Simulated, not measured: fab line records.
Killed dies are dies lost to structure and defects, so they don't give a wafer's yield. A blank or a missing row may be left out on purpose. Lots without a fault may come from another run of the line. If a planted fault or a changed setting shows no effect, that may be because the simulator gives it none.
fab line records :: flow gf180mcu :: part 2 of 2: steps 27 to 34 of 34
record:
  lots: 5
  wafers: 15
  last_day: 34
route steps=602 shown M4@471 V4@476 MIM@503
lots untouched by any fault: they come from a run of this same line in which no faults occurred
start_h: hours from the record's opening day to when the first of the lot's shown wafers began :: wait_h: time in hours since the lot's previous step :: " the same as in the row above :: L1.1+2: several wafers, shown together as one row :: - either no value or no given start :: * or withheld: withheld :: < > ~ a bound
route shown NAME@n: NAME is a module with steps in the file, n the number in the route of the first one :: usual: mean/standard deviation of fault-free wafers :: same: alike in all rows :: chamber/n: place in a boat :: sites: each site's reading :: _std_site: the values' standard deviation :: _edge_site: mean of outer sites minus mean of inner sites :: radius_mm: how far each site lies from the wafer's centre :: mask NAME#n: copy n :: behind: the tool/chamber that last shaped the wafer :: hold: reason for holding the lot/hours on hold/outcome of the hold :: device: names the non-switching transistor (n, p or np) :: end of line: the route-end tests of the same wafers :: a step given without rows: its recipe and nothing more :: killed: dies that structure and defects cost at the first sort, which is not the same as the wafer's yield :: map: a wafer's dies, x killed, . not, _ none there
set.NAME: the setting as run; set.NAME@STEP: as run at that earlier step :: model.NAME: the simulator's own value behind a step, which no gauge read
a table for each step, a row for each wafer; lots at some steps of the route
services: the hour from which a tool's chamber was out of use, counted from the record's first day as start_h (under 0 if before that day), plus the number of hours and why
== steps ==
step: GF_V4_SPUTTER_21
recipe:
  material: Ti
  target_thk_nm: 15
  chamber_pressure_pa: 5
  power_w: 2500
  substrate_temp_c: 200
  time_s: 80.02
usual:
  cathode_dc_power_W: 2500.0/0.44
  throttle_valve_pct: 29.6/1.2
lot.wafer: L079.1
tool: pvd_sputter-04
chamber: -
start_h: 600.46
wait_h: 0.0
cathode_dc_power_W: 2500.4
throttle_valve_pct: 29.5

lot.wafer: L079.2
tool: pvd_sputter-04
chamber: -
start_h: 600.46
wait_h: 0.0
cathode_dc_power_W: 2499.9
throttle_valve_pct: 29.6

lot.wafer: L079.5
tool: pvd_sputter-04
chamber: -
start_h: 600.46
wait_h: 0.0
cathode_dc_power_W: 2500.1
throttle_valve_pct: 29.4

lot.wafer: L082.2
tool: pvd_sputter-01
chamber: -
start_h: 623.85
wait_h: 0.0
cathode_dc_power_W: 2499.6
throttle_valve_pct: 31.7

lot.wafer: L082.3
tool: pvd_sputter-01
chamber: -
start_h: 623.85
wait_h: 0.0
cathode_dc_power_W: 2499.8
throttle_valve_pct: 31.1

lot.wafer: L082.5
tool: pvd_sputter-01
chamber: -
start_h: 623.85
wait_h: 0.0
cathode_dc_power_W: 2500.5
throttle_valve_pct: 29.4

lot.wafer: L085.1
tool: pvd_sputter-01
chamber: -
start_h: 648.91
wait_h: 0.0
cathode_dc_power_W: 2499.8
throttle_valve_pct: 29.4

lot.wafer: L085.4
tool: pvd_sputter-01
chamber: -
start_h: 648.91
wait_h: 0.0
cathode_dc_power_W: 2500.6
throttle_valve_pct: 31.0

lot.wafer: L085.5
tool: pvd_sputter-01
chamber: -
start_h: 648.91
wait_h: 0.0
cathode_dc_power_W: 2499.0
throttle_valve_pct: 31.0

lot.wafer: L094.1
tool: pvd_sputter-01
chamber: -
start_h: 713.01
wait_h: 0.0
cathode_dc_power_W: 2499.3
throttle_valve_pct: 29.1

lot.wafer: L094.4
tool: pvd_sputter-01
chamber: -
start_h: 713.01
wait_h: 0.0
cathode_dc_power_W: 2499.9
throttle_valve_pct: 31.4

lot.wafer: L094.6
tool: pvd_sputter-01
chamber: -
start_h: 713.01
wait_h: 0.0
cathode_dc_power_W: 2500.0
throttle_valve_pct: 29.3

lot.wafer: L096.2
tool: pvd_sputter-02
chamber: -
start_h: 722.74
wait_h: 0.0
cathode_dc_power_W: 2500.0
throttle_valve_pct: 29.5

lot.wafer: L096.3
tool: pvd_sputter-02
chamber: -
start_h: 722.74
wait_h: 0.0
cathode_dc_power_W: 2500.1
throttle_valve_pct: 29.8

lot.wafer: L096.5
tool: pvd_sputter-02
chamber: -
start_h: 722.74
wait_h: 0.0
cathode_dc_power_W: 2500.9
throttle_valve_pct: 28.9
step: GF_V4_SPUTTER_22
recipe:
  material: TiN
  target_thk_nm: 10
  chamber_pressure_pa: 5
  power_w: 4000
  time_s: 40
usual:
  cathode_dc_power_W: 4000.0/0.75
  throttle_valve_pct: 29.7/1.2
lot.wafer: L079.1
tool: pvd_sputter-04
chamber: -
start_h: 600.52
wait_h: 0.0
cathode_dc_power_W: 4000.6
throttle_valve_pct: 29.9

lot.wafer: L079.2
tool: pvd_sputter-04
chamber: -
start_h: 600.52
wait_h: 0.0
cathode_dc_power_W: 4001.0
throttle_valve_pct: 29.7

lot.wafer: L079.5
tool: pvd_sputter-04
chamber: -
start_h: 600.52
wait_h: 0.0
cathode_dc_power_W: 3998.7
throttle_valve_pct: 29.7

lot.wafer: L082.2
tool: pvd_sputter-01
chamber: -
start_h: 623.91
wait_h: 0.0
cathode_dc_power_W: 3998.8
throttle_valve_pct: 31.7

lot.wafer: L082.3
tool: pvd_sputter-01
chamber: -
start_h: 623.91
wait_h: 0.0
cathode_dc_power_W: 4000.9
throttle_valve_pct: 31.1

lot.wafer: L082.5
tool: pvd_sputter-01
chamber: -
start_h: 623.91
wait_h: 0.0
cathode_dc_power_W: 4000.7
throttle_valve_pct: 29.1

lot.wafer: L085.1
tool: pvd_sputter-01
chamber: -
start_h: 648.98
wait_h: 0.0
cathode_dc_power_W: 3999.8
throttle_valve_pct: 29.3

lot.wafer: L085.4
tool: pvd_sputter-01
chamber: -
start_h: 648.98
wait_h: 0.0
cathode_dc_power_W: 4000.1
throttle_valve_pct: 31.3

lot.wafer: L085.5
tool: pvd_sputter-01
chamber: -
start_h: 648.98
wait_h: 0.0
cathode_dc_power_W: 3998.7
throttle_valve_pct: 30.8

lot.wafer: L094.1
tool: pvd_sputter-01
chamber: -
start_h: 713.07
wait_h: 0.0
cathode_dc_power_W: 4001.3
throttle_valve_pct: 29.2

lot.wafer: L094.4
tool: pvd_sputter-01
chamber: -
start_h: 713.07
wait_h: 0.0
cathode_dc_power_W: 3998.8
throttle_valve_pct: 31.5

lot.wafer: L094.6
tool: pvd_sputter-01
chamber: -
start_h: 713.07
wait_h: 0.0
cathode_dc_power_W: 3999.8
throttle_valve_pct: 29.1

lot.wafer: L096.2
tool: pvd_sputter-02
chamber: -
start_h: 722.80
wait_h: 0.0
cathode_dc_power_W: 3999.3
throttle_valve_pct: 29.3

lot.wafer: L096.3
tool: pvd_sputter-02
chamber: -
start_h: 722.80
wait_h: 0.0
cathode_dc_power_W: 3999.0
throttle_valve_pct: 30.1

lot.wafer: L096.5
tool: pvd_sputter-02
chamber: -
start_h: 722.80
wait_h: 0.0
cathode_dc_power_W: 4000.6
throttle_valve_pct: 29.0
step: GF_V4_CVD_23
recipe:
  material: W
  target_thk_nm: 350
  time_s: 104.9
  temp_c: 400
  pressure_torr: 40
usual:
  heater_power_w: 820/43
lot.wafer: L079.1
tool: cvd_w-01
chamber: 0
start_h: 600.56
wait_h: 0.0
heater_power_w: 769

lot.wafer: L079.2
tool: cvd_w-01
chamber: 1
start_h: 600.56
wait_h: 0.0
heater_power_w: 831

lot.wafer: L079.5
tool: cvd_w-01
chamber: 1
start_h: 600.56
wait_h: 0.0
heater_power_w: 865

lot.wafer: L082.2
tool: cvd_w-01
chamber: 0
start_h: 623.95
wait_h: 0.0
heater_power_w: 776

lot.wafer: L082.3
tool: cvd_w-01
chamber: 0
start_h: 623.95
wait_h: 0.0
heater_power_w: 775

lot.wafer: L082.5
tool: cvd_w-01
chamber: 1
start_h: 623.95
wait_h: 0.0
heater_power_w: 870

lot.wafer: L085.1
tool: cvd_w-01
chamber: 0
start_h: 649.02
wait_h: 0.0
heater_power_w: 780

lot.wafer: L085.4
tool: cvd_w-01
chamber: 1
start_h: 649.02
wait_h: 0.0
heater_power_w: 867

lot.wafer: L085.5
tool: cvd_w-01
chamber: 0
start_h: 649.02
wait_h: 0.0
heater_power_w: 758

lot.wafer: L094.1
tool: cvd_w-02
chamber: 0
start_h: 713.11
wait_h: 0.0
heater_power_w: 804

lot.wafer: L094.4
tool: cvd_w-02
chamber: 1
start_h: 713.11
wait_h: 0.0
heater_power_w: 839

lot.wafer: L094.6
tool: cvd_w-02
chamber: 1
start_h: 713.11
wait_h: 0.0
heater_power_w: 858

lot.wafer: L096.2
tool: cvd_w-02
chamber: 0
start_h: 722.84
wait_h: 0.0
heater_power_w: 805

lot.wafer: L096.3
tool: cvd_w-02
chamber: 0
start_h: 722.84
wait_h: 0.0
heater_power_w: 810

lot.wafer: L096.5
tool: cvd_w-02
chamber: 0
start_h: 722.84
wait_h: 0.0
heater_power_w: 789
step: GF_V4_RS_MEAS_24
recipe:
  thk_meas_gauge: four-point-probe
  reads: W_of_V4_CVD_23+TiN_of_V4_SPUTTER_22+Ti_of_V4_SPUTTER_21
usual:
  V4_W_RS: 0.3296/0.003
lot.wafer: L079.1
tool: film_metro-03
chamber: -
start_h: 600.68
wait_h: 0.1
V4_W_RS[ohm/sq]: 0.3314

lot.wafer: L079.2
tool: film_metro-03
chamber: -
start_h: 600.68
wait_h: 0.1
V4_W_RS[ohm/sq]: 0.3324

lot.wafer: L079.5
tool: film_metro-03
chamber: -
start_h: 600.68
wait_h: 0.1
V4_W_RS[ohm/sq]: 0.3301

lot.wafer: L082.2
tool: film_metro-02
chamber: -
start_h: 624.08
wait_h: 0.1
V4_W_RS[ohm/sq]: 0.3350

lot.wafer: L082.3
tool: film_metro-02
chamber: -
start_h: 624.08
wait_h: 0.1
V4_W_RS[ohm/sq]: 0.3338

lot.wafer: L082.5
tool: film_metro-02
chamber: -
start_h: 624.08
wait_h: 0.1
V4_W_RS[ohm/sq]: 0.3359

lot.wafer: L085.1
tool: film_metro-04
chamber: -
start_h: 649.13
wait_h: 0.1
V4_W_RS[ohm/sq]: 0.3289

lot.wafer: L085.4
tool: film_metro-04
chamber: -
start_h: 649.13
wait_h: 0.1
V4_W_RS[ohm/sq]: 0.3271

lot.wafer: L085.5
tool: film_metro-04
chamber: -
start_h: 649.13
wait_h: 0.1
V4_W_RS[ohm/sq]: 0.3284

lot.wafer: L094.1
tool: film_metro-04
chamber: -
start_h: 713.23
wait_h: 0.1
V4_W_RS[ohm/sq]: 0.3304

lot.wafer: L094.4
tool: film_metro-04
chamber: -
start_h: 713.23
wait_h: 0.1
V4_W_RS[ohm/sq]: 0.3311

lot.wafer: L094.6
tool: film_metro-04
chamber: -
start_h: 713.23
wait_h: 0.1
V4_W_RS[ohm/sq]: 0.3292

lot.wafer: L096.2
tool: film_metro-03
chamber: -
start_h: 722.97
wait_h: 0.1
V4_W_RS[ohm/sq]: 0.3264

lot.wafer: L096.3
tool: film_metro-03
chamber: -
start_h: 722.97
wait_h: 0.1
V4_W_RS[ohm/sq]: 0.3299

lot.wafer: L096.5
tool: film_metro-03
chamber: -
start_h: 722.97
wait_h: 0.1
V4_W_RS[ohm/sq]: 0.3259
step: GF_V4_THK_MEAS_25
recipe:
  thk_meas_gauge: xrf
  reads: W_of_V4_CVD_23
usual:
  V4_W_THK: 351/5.2
lot.wafer: L079.1
tool: film_metro-03
chamber: -
start_h: 600.80
wait_h: 0.1
V4_W_THK[nm]: 357

lot.wafer: L079.2
tool: film_metro-03
chamber: -
start_h: 600.80
wait_h: 0.1
V4_W_THK[nm]: 356

lot.wafer: L079.5
tool: film_metro-03
chamber: -
start_h: 600.80
wait_h: 0.1
V4_W_THK[nm]: 358

lot.wafer: L082.2
tool: film_metro-02
chamber: -
start_h: 624.19
wait_h: 0.1
V4_W_THK[nm]: 348

lot.wafer: L082.3
tool: film_metro-02
chamber: -
start_h: 624.19
wait_h: 0.1
V4_W_THK[nm]: 347

lot.wafer: L082.5
tool: film_metro-02
chamber: -
start_h: 624.19
wait_h: 0.1
V4_W_THK[nm]: 346

lot.wafer: L085.1
tool: film_metro-04
chamber: -
start_h: 649.25
wait_h: 0.1
V4_W_THK[nm]: 348

lot.wafer: L085.4
tool: film_metro-04
chamber: -
start_h: 649.25
wait_h: 0.1
V4_W_THK[nm]: 351

lot.wafer: L085.5
tool: film_metro-04
chamber: -
start_h: 649.25
wait_h: 0.1
V4_W_THK[nm]: 350

lot.wafer: L094.1
tool: film_metro-04
chamber: -
start_h: 713.35
wait_h: 0.1
V4_W_THK[nm]: 348

lot.wafer: L094.4
tool: film_metro-04
chamber: -
start_h: 713.35
wait_h: 0.1
V4_W_THK[nm]: 346

lot.wafer: L094.6
tool: film_metro-04
chamber: -
start_h: 713.35
wait_h: 0.1
V4_W_THK[nm]: 346

lot.wafer: L096.2
tool: film_metro-03
chamber: -
start_h: 723.08
wait_h: 0.1
V4_W_THK[nm]: 359

lot.wafer: L096.3
tool: film_metro-03
chamber: -
start_h: 723.08
wait_h: 0.1
V4_W_THK[nm]: 352

lot.wafer: L096.5
tool: film_metro-03
chamber: -
start_h: 723.08
wait_h: 0.1
V4_W_THK[nm]: 361
step: GF_V4_CMP_26
recipe:
  stop_on: SiO2
  down_force_psi: 3.5
  platen_rpm: 60
  t_overpolish_s: 15
  target_thk_nm: 0
  pad_velocity_m_s: 0.94248
usual:
  motor_current_A: 10.7/1.1
  overpolish_run_s: 15.000/0.0093
  time_to_endpoint_s: 85.9/2.4
lot.wafer: L079.2
tool: cmp-02
chamber: 1
start_h: 600.91
wait_h: 0.1
motor_current_A: 9.4
overpolish_run_s: 15.004
time_to_endpoint_s: 85.0

lot.wafer: L079.1
tool: cmp-02
chamber: 2
start_h: 600.91
wait_h: 0.1
motor_current_A: 13.2
overpolish_run_s: 14.994
time_to_endpoint_s: 83.6

lot.wafer: L079.5
tool: cmp-02
chamber: 1
start_h: 600.91
wait_h: 0.1
motor_current_A: 9.3
overpolish_run_s: 15.010
time_to_endpoint_s: 82.8

lot.wafer: L082.3
tool: cmp-02
chamber: 2
start_h: 624.24
wait_h: 0.0
motor_current_A: 12.3
overpolish_run_s: 15.017
time_to_endpoint_s: 78.0

lot.wafer: L082.2
tool: cmp-02
chamber: 3
start_h: 624.24
wait_h: 0.0
motor_current_A: 11.2
overpolish_run_s: 14.993
time_to_endpoint_s: 82.8

lot.wafer: L082.5
tool: cmp-02
chamber: 2
start_h: 624.24
wait_h: 0.0
motor_current_A: 12.0
overpolish_run_s: 14.992
time_to_endpoint_s: 83.9

lot.wafer: L085.1
tool: cmp-01
chamber: 2
start_h: 649.31
wait_h: 0.1
motor_current_A: 10.6
overpolish_run_s: 14.996
time_to_endpoint_s: 85.6

lot.wafer: L085.4
tool: cmp-01
chamber: 1
start_h: 649.31
wait_h: 0.1
motor_current_A: 11.1
overpolish_run_s: 15.004
time_to_endpoint_s: 87.6

lot.wafer: L085.5
tool: cmp-01
chamber: 2
start_h: 649.31
wait_h: 0.1
motor_current_A: 10.9
overpolish_run_s: 14.997
time_to_endpoint_s: 86.7

lot.wafer: L094.1
tool: cmp-02
chamber: 2
start_h: 713.41
wait_h: 0.1
motor_current_A: 12.8
overpolish_run_s: 14.996
time_to_endpoint_s: 80.6

lot.wafer: L094.4
tool: cmp-02
chamber: 0
start_h: 713.41
wait_h: 0.1
motor_current_A: 10.0
overpolish_run_s: 14.997
time_to_endpoint_s: 83.4

lot.wafer: L094.6
tool: cmp-02
chamber: 2
start_h: 713.41
wait_h: 0.1
motor_current_A: 12.4
overpolish_run_s: 15.000
time_to_endpoint_s: 80.9

lot.wafer: L096.2
tool: cmp-01
chamber: 2
start_h: 723.24
wait_h: 0.1
motor_current_A: 10.8
overpolish_run_s: 14.998
time_to_endpoint_s: 85.1

lot.wafer: L096.3
tool: cmp-01
chamber: 3
start_h: 723.24
wait_h: 0.1
motor_current_A: 9.5
overpolish_run_s: 14.981
time_to_endpoint_s: 90.3

lot.wafer: L096.5
tool: cmp-01
chamber: 3
start_h: 723.24
wait_h: 0.1
motor_current_A: 9.7
overpolish_run_s: 14.996
time_to_endpoint_s: 87.3
step: GF_MIM_SPUTTER_00
recipe:
  material: Ti
  target_thk_nm: 37.5
  arriving_ion_energy_ev: 80
  substrate_temp_c: 200
  chamber_pressure_pa: 2
  power_w: 4000
  time_s: 150
usual:
  cathode_dc_power_W: 4000.0/0.78
  throttle_valve_pct: 30.1/1.2
lot.wafer: L079.1
tool: pvd_sputter-01
chamber: -
start_h: 601.16
wait_h: 0.1
cathode_dc_power_W: 4000.5
throttle_valve_pct: 29.4

lot.wafer: L079.2
tool: pvd_sputter-01
chamber: -
start_h: 601.16
wait_h: 0.1
cathode_dc_power_W: 4000.4
throttle_valve_pct: 31.5

lot.wafer: L079.5
tool: pvd_sputter-01
chamber: -
start_h: 601.16
wait_h: 0.1
cathode_dc_power_W: 3999.4
throttle_valve_pct: 29.6

lot.wafer: L082.2
tool: pvd_sputter-02
chamber: -
start_h: 624.54
wait_h: 0.2
cathode_dc_power_W: 3999.2
throttle_valve_pct: 29.1

lot.wafer: L082.3
tool: pvd_sputter-02
chamber: -
start_h: 624.54
wait_h: 0.2
cathode_dc_power_W: 4000.6
throttle_valve_pct: 28.6

lot.wafer: L082.5
tool: pvd_sputter-02
chamber: -
start_h: 624.54
wait_h: 0.2
cathode_dc_power_W: 4000.6
throttle_valve_pct: 29.7

lot.wafer: L085.1
tool: pvd_sputter-03
chamber: -
start_h: 649.61
wait_h: 0.2
cathode_dc_power_W: 4000.5
throttle_valve_pct: 29.3

lot.wafer: L085.4
tool: pvd_sputter-03
chamber: -
start_h: 649.61
wait_h: 0.2
cathode_dc_power_W: 4001.0
throttle_valve_pct: 32.3

lot.wafer: L085.5
tool: pvd_sputter-03
chamber: -
start_h: 649.61
wait_h: 0.2
cathode_dc_power_W: 3999.8
throttle_valve_pct: 29.5

lot.wafer: L094.1
tool: pvd_sputter-02
chamber: -
start_h: 713.71
wait_h: 0.2
cathode_dc_power_W: 4000.0
throttle_valve_pct: 29.6

lot.wafer: L094.4
tool: pvd_sputter-02
chamber: -
start_h: 713.71
wait_h: 0.2
cathode_dc_power_W: 4000.3
throttle_valve_pct: 29.8

lot.wafer: L094.6
tool: pvd_sputter-02
chamber: -
start_h: 713.71
wait_h: 0.2
cathode_dc_power_W: 4000.0
throttle_valve_pct: 29.0

lot.wafer: L096.2
tool: pvd_sputter-01
chamber: -
start_h: 723.54
wait_h: 0.2
cathode_dc_power_W: 3999.8
throttle_valve_pct: 31.4

lot.wafer: L096.3
tool: pvd_sputter-01
chamber: -
start_h: 723.54
wait_h: 0.2
cathode_dc_power_W: 4000.5
throttle_valve_pct: 29.3

lot.wafer: L096.5
tool: pvd_sputter-01
chamber: -
start_h: 723.54
wait_h: 0.2
cathode_dc_power_W: 3999.0
throttle_valve_pct: 29.3
step: GF_MIM_SPUTTER_01
recipe:
  material: TiN
  target_thk_nm: 30
  power_w: 6500
  time_s: 25
  chamber_pressure_pa: 0.4
usual:
  cathode_dc_power_W: 6500.1/1.3
  throttle_valve_pct: 30.1/1.2
lot.wafer: L079.1
tool: pvd_sputter-01
chamber: -
start_h: 601.26
wait_h: 0.1
cathode_dc_power_W: 6498.9
throttle_valve_pct: 29.3

lot.wafer: L079.2
tool: pvd_sputter-01
chamber: -
start_h: 601.26
wait_h: 0.1
cathode_dc_power_W: 6498.4
throttle_valve_pct: 31.8

lot.wafer: L079.5
tool: pvd_sputter-01
chamber: -
start_h: 601.26
wait_h: 0.1
cathode_dc_power_W: 6499.4
throttle_valve_pct: 29.4

lot.wafer: L082.2
tool: pvd_sputter-02
chamber: -
start_h: 624.64
wait_h: 0.1
cathode_dc_power_W: 6499.4
throttle_valve_pct: 28.9

lot.wafer: L082.3
tool: pvd_sputter-02
chamber: -
start_h: 624.64
wait_h: 0.1
cathode_dc_power_W: 6498.1
throttle_valve_pct: 28.9

lot.wafer: L082.5
tool: pvd_sputter-02
chamber: -
start_h: 624.64
wait_h: 0.1
cathode_dc_power_W: 6500.6
throttle_valve_pct: 29.8

lot.wafer: L085.1
tool: pvd_sputter-03
chamber: -
start_h: 649.71
wait_h: 0.1
cathode_dc_power_W: 6501.1
throttle_valve_pct: 29.3

lot.wafer: L085.4
tool: pvd_sputter-03
chamber: -
start_h: 649.71
wait_h: 0.1
cathode_dc_power_W: 6499.9
throttle_valve_pct: 32.5

lot.wafer: L085.5
tool: pvd_sputter-03
chamber: -
start_h: 649.71
wait_h: 0.1
cathode_dc_power_W: 6499.9
throttle_valve_pct: 29.3

lot.wafer: L094.1
tool: pvd_sputter-02
chamber: -
start_h: 713.81
wait_h: 0.1
cathode_dc_power_W: 6500.7
throttle_valve_pct: 30.1

lot.wafer: L094.4
tool: pvd_sputter-02
chamber: -
start_h: 713.81
wait_h: 0.1
cathode_dc_power_W: 6500.4
throttle_valve_pct: 29.7

lot.wafer: L094.6
tool: pvd_sputter-02
chamber: -
start_h: 713.81
wait_h: 0.1
cathode_dc_power_W: 6501.6
throttle_valve_pct: 29.1

lot.wafer: L096.2
tool: pvd_sputter-01
chamber: -
start_h: 723.64
wait_h: 0.1
cathode_dc_power_W: 6498.6
throttle_valve_pct: 31.4

lot.wafer: L096.3
tool: pvd_sputter-01
chamber: -
start_h: 723.64
wait_h: 0.1
cathode_dc_power_W: 6499.4
throttle_valve_pct: 29.4

lot.wafer: L096.5
tool: pvd_sputter-01
chamber: -
start_h: 723.64
wait_h: 0.1
cathode_dc_power_W: 6499.2
throttle_valve_pct: 29.5
== services ==
tool: cvd_w-01
chamber: -
start_h: 560.50
hours: 6.0
kind: pm

tool: rie_diel-02
chamber: 3
start_h: 561.30
hours: 4.1
kind: repair

tool: rie_diel-02
chamber: 2
start_h: 563.42
hours: 4.9
kind: repair

tool: krf_scanner-01
chamber: -
start_h: 570.84
hours: 4.4
kind: pm

tool: cmp-02
chamber: -
start_h: 574.07
hours: 4.0
kind: pm

tool: krf_scanner-01
chamber: -
start_h: 575.22
hours: 1.3
kind: pm

tool: pvd_sputter-02
chamber: -
start_h: 575.43
hours: 9.0
kind: repair

tool: krf_scanner-01
chamber: -
start_h: 577.52
hours: 0.8
kind: pm

tool: wet_bench-01
chamber: -
start_h: 582.98
hours: 1.9
kind: pm

tool: wet_bench-03
chamber: -
start_h: 598.60
hours: 3.7
kind: repair

tool: krf_scanner-01
chamber: -
start_h: 601.74
hours: 0.4
kind: repair

tool: rie_diel-02
chamber: 3
start_h: 604.90
hours: 1.4
kind: repair

tool: cmp-02
chamber: -
start_h: 611.19
hours: 5.1
kind: pm

tool: rie_diel-02
chamber: 2
start_h: 622.49
hours: 7.0
kind: repair

tool: cmp-01
chamber: -
start_h: 626.94
hours: 1.5
kind: repair

tool: hdpcvd-02
chamber: -
start_h: 638.29
hours: 0.8
kind: repair

tool: pvd_sputter-01
chamber: -
start_h: 640.86
hours: 4.2
kind: repair

tool: cmp-01
chamber: -
start_h: 654.18
hours: 0.4
kind: repair

tool: cmp-01
chamber: -
start_h: 657.25
hours: 1.2
kind: repair

tool: pvd_sputter-02
chamber: -
start_h: 671.15
hours: 1.6
kind: repair

tool: hdpcvd-02
chamber: 2
start_h: 677.98
hours: 48.8
kind: repair

tool: hdpcvd-02
chamber: -
start_h: 679.19
hours: 1.8
kind: repair

tool: pvd_sputter-01
chamber: -
start_h: 684.21
hours: 1.8
kind: repair

tool: cmp-02
chamber: -
start_h: 717.55
hours: 19.6
kind: pm
